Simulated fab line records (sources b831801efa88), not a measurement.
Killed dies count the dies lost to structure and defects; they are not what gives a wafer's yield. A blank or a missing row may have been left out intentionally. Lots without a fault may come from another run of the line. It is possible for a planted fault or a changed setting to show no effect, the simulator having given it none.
Chamber matching + flow sky130 + 3 sister chambers for SKY_CAP2M_CVD_00 on pecvd-03
The step deposits SiO2, target thk 15.5 nm. 24 wafers are shown with their chamber, then 12 later ones without.

EACH WAFER AND ITS CHAMBER
| wafer  | chamber | susceptor temp C (C) | heater power w (W) |
|--------|---------|----------------------|--------------------|
| L075.1 | 0       | 400.09               | 699                |
| L075.3 | 2       | 399.93               | 770                |
| L075.4 | 1       | 400.25               | 700                |
| L077.1 | 0       | 399.90               | 767                |
| L077.2 | 2       | 400.37               | 720                |
| L077.6 | 1       | 399.95               | 657                |
| L080.1 | 0       | 400.35               | 720                |
| L080.3 | 1       | 400.14               | 771                |
| L080.4 | 2       | 399.95               | 709                |
| L082.2 | 2       | 400.17               | 782                |
| L082.3 | 1       | 400.62               | 755                |
| L082.5 | 2       | 400.04               | 776                |
| L083.1 | 2       | 399.74               | 771                |
| L083.3 | 1       | 400.39               | 692                |
| L083.5 | 1       | 400.14               | 666                |
| L085.3 | 1       | 400.01               | 725                |
| L085.4 | 0       | 400.11               | 704                |
| L085.5 | 2       | 399.67               | 716                |
| L088.1 | 2       | 399.74               | 767                |
| L088.3 | 1       | 400.01               | 762                |
| L088.6 | 1       | 400.06               | 781                |
| L092.1 | 1       | 400.05               | 642                |
| L092.2 | 0       | 399.98               | 814                |
| L092.5 | 1       | 400.12               | 635                |

SIGNATURES (means of the wafers above)
| reading          | chamber 0 | chamber 1 | chamber 2 | scatter within a chamber |
|------------------|-----------|-----------|-----------|--------------------------|
| susceptor temp C | 400.0860  | 400.1582  | 399.9513  | 0.207                    |
| heater power w   | 740.80    | 707.82    | 751.38    | 46.4                     |
Rule: a wafer lies at a distance from a chamber equal to the root of the sum of squares, over the readings, of (its reading less the chamber's mean, divided by the reading's scatter). If the next closest chamber is less than 2 further off than the closest, the wafer can't be placed; otherwise it belongs to the closest. The scatter is the square root of a quotient: the sum, over the shown wafers, of each reading's squared deviation from its chamber's mean, divided by wafers minus chambers.

WAFERS WHOSE CHAMBER IS MISSING
| wafer  | susceptor temp C (C) | heater power w (W) |
|--------|----------------------|--------------------|
| L093.2 | 399.69               | 764                |
| L093.3 | 400.07               | 749                |
| L093.6 | 399.85               | 733                |
| L095.2 | 399.95               | 790                |
| L095.3 | 399.78               | 772                |
| L095.6 | 400.17               | 780                |
| L096.1 | 400.40               | 765                |
| L096.3 | 399.92               | 729                |
| L096.6 | 400.04               | 762                |
| L097.2 | 399.78               | 728                |
| L097.3 | 399.37               | 702                |
| L097.4 | 400.01               | 676                |

EACH ONE'S CHAMBER
| wafer  | from the rows above          | in truth |
|--------|------------------------------|----------|
| L093.2 | can't be placed: 2 or 0 or 1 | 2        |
| L093.3 | can't be placed: 0 or 2 or 1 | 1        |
| L093.6 | can't be placed: 2 or 0 or 1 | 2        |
| L095.2 | can't be placed: 2 or 0 or 1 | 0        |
| L095.3 | can't be placed: 2 or 0 or 1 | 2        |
| L095.6 | can't be placed: 0 or 2 or 1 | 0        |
| L096.1 | can't be placed: 0 or 1 or 2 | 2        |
| L096.3 | can't be placed: 2 or 0 or 1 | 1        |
| L096.6 | can't be placed: 2 or 0 or 1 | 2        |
| L097.2 | can't be placed: 2 or 0 or 1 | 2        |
| L097.3 | can't be placed: 2 or 0 or 1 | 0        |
| L097.4 | can't be placed: 1 or 0 or 2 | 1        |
Correct placement for 0 of the 12. Cannot be placed on the basis of these rows: 12; the candidates contain the true chamber in 12. Number placed wrongly: 0.
